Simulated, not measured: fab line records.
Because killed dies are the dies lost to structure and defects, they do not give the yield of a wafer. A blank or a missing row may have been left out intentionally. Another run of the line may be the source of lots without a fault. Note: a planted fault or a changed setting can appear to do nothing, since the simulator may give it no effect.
A lot that was struck, set against a sound lot || flow sky130 || 15 out of 708 route steps
Sound: wafers L556.4, L556.5, L556.6. Struck: wafers L570.3, L570.5, L570.6. The cause comes at the end.
For every step that has rows: the tool of each side, followed by ch and its chambers, followed by its first start. Under that, the readings that differ: sound wafers || struck wafers || difference of the means || sigmas: that difference in standard deviations of wafers without a fault.
alike: a reading whose means differ by less than 2 such deviations, as well as words and numbers matching on both sides. not compared: withheld readings; readings where some wafer has no value; bounds like >300 that might hide an equal value; numbers whose values overlap and for which the record gives no deviation.
The two part at a step that has a row with sigmas, a row that says differs or no value, or rows on one side only. Numbers that don't overlap but have no deviation are shown without sigmas and don't part them. Lack of a reading on every wafer of one side parts them only where that side has two or more wafers.

first, 3 steps without rows for these wafers: SKY_PASSIVATION_EXPOSE_08 (exposes mask NSM, target cd 3000 nm); SKY_PASSIVATION_PEB_09; SKY_PASSIVATION_DEVELOP_10 (develop time 60 s).
SKY_PASSIVATION_ETCH_11: etches the open film in CF4/O2, stops on AlCu, target depth 725 nm, time 161.1 s.
  sound on rie_diel-04 ch 0,1, day 45 15:18; struck on rie_diel-04 ch 1,3, day 48 19:30
  alike: O2_flow_sccm, bias_w, chamber_pressure_mTorr, drypump_motor_current_A, oes_product_au, throttle_valve_pct
  not compared: rf_hours_counter_h
SKY_PASSIVATION_STRIP_12: strips in O2/N2.
  sound on plasma_asher-02 ch 0,1, day 45 15:26; struck on plasma_asher-03 ch 0,1, day 48 19:38
{"reading": "drypump_motor_current_A (A)", "sound": "6.2 5.8 6.2", "struck": "4.7 4.6 5.7", "difference": -1.1, "sigmas": -2}
  alike: chamber_pressure_mTorr, o2_flow_sccm, oes_product_au, strip_time_to_endpoint_s
  not compared: rf_hours_counter_h
then, 7 steps without rows for these wafers: SKY_PAD_OPEN_DEHYDRATE_00 (time 60 s); SKY_PAD_OPEN_HMDS_01 (prime time 60 s); SKY_PAD_OPEN_COAT_02 (resist thk 3000 nm); SKY_PAD_OPEN_SOFTBAKE_03; SKY_PAD_OPEN_EXPOSE_04 (exposes mask PDM, target cd 60000 nm); SKY_PAD_OPEN_PEB_05; SKY_PAD_OPEN_DEVELOP_06 (develop time 60 s).
SKY_PAD_OPEN_ETCH_07: etches the open film in CF4/O2, stops on AlCu, target depth 725 nm, time 161.1 s.
  sound on rie_diel-03 ch 2,3, day 46 11:36; struck on rie_diel-03 ch 0,1, day 49 12:39
  no value came back on the struck wafers for any of 6 readings (O2_flow_sccm (sccm), bias_w (W) and others); on the sound wafers O2_flow_sccm (sccm) reads 10.01 10.00 10.04
  not compared: rf_hours_counter_h
SKY_PAD_OPEN_STRIP_08: strips in O2/N2.
  sound on plasma_asher-04 ch 0,1, day 46 11:44; struck on plasma_asher-01 ch 0,1, day 49 12:47
  alike: chamber_pressure_mTorr, drypump_motor_current_A, o2_flow_sccm, oes_product_au, strip_time_to_endpoint_s
  not compared: rf_hours_counter_h
SKY_PAD_OPEN_PROBE_99:
  sound: prober-01 at day 46 14:06; struck: prober-01 at day 49 15:04
{"reading": "hold", "sound": "- - -", "struck": "await_dispo/1.3h/scrap await_dispo/1.3h/scrap await_dispo/1.3h/scrap", "difference": "no value on the sound wafers", "sigmas": ""}
{"reading": "defect_limited_yield (%)", "sound": "85.4 81.3 80.7", "struck": "0 0 0", "difference": -82, "sigmas": -43}
{"reading": "killed_at_other", "sound": "0 0 1", "struck": "412 406 413", "difference": "+410", "sigmas": "+99 or more"}
{"reading": "killed_dies", "sound": "72 92 95", "struck": "492 492 492", "difference": "+406", "sigmas": "+43"}
{"reading": "killed_on_rim", "sound": "12 26 29", "struck": "96 96 96", "difference": "+74", "sigmas": "+20"}
{"reading": "sort_bin_5_function (%)", "sound": "8.9 8.9 11.8", "struck": "93.7 93.3 92.1", "difference": "+83.2", "sigmas": "+52"}
{"reading": "sort_n_pass", "sound": "420 400 397", "struck": "0 0 0", "difference": -406, "sigmas": -43}
{"reading": "sort_yield_pct (%)", "sound": "85.4 81.3 80.7", "struck": "0 0 0", "difference": -82, "sigmas": -43}
{"reading": "model.etest.tester.sort_n_pass", "sound": "420 400 397", "struck": "0 0 0", "difference": -406, "sigmas": ""}
{"reading": "model.etest.tester.sort_bin_5_pct (%)", "sound": "8.943 8.943 11.79", "struck": "93.7 93.29 92.07", "difference": "+83.1", "sigmas": ""}
{"reading": "model.etest.tester.sort_yield_pct (%)", "sound": "85.37 81.3 80.69", "struck": "0 0 0", "difference": -82, "sigmas": ""}
{"reading": "model.etest.iso_nwell_nwell.under_floor", "sound": "0 0 0", "struck": "1 1 1", "difference": "+1", "sigmas": ""}
{"reading": "model.etest.met5.open", "sound": "0 0 0", "struck": "1 1 1", "difference": "+1", "sigmas": ""}
{"reading": "model.etest.pfet_g5v0d10v5.under_floor", "sound": "0 0 0", "struck": "1 1 1", "difference": "+1", "sigmas": ""}
{"reading": "model.etest.cap_mim.open", "sound": "0 0 0", "struck": "1 1 1", "difference": "+1", "sigmas": ""}
{"reading": "model.etest.met3.open", "sound": "0 0 0", "struck": "1 1 1", "difference": "+1", "sigmas": ""}
  alike: killed_at_M0_to_M3, killed_at_M4_up, killed_at_contacts, killed_at_front_end, killed_open, killed_short, sort_bin_3_pad_short, sort_bin_6_memory

WHERE THEY PART
At SKY_PASSIVATION_STRIP_12 first; at SKY_PAD_OPEN_PROBE_99 last (within this record only).

WHY: what the simulator had put in
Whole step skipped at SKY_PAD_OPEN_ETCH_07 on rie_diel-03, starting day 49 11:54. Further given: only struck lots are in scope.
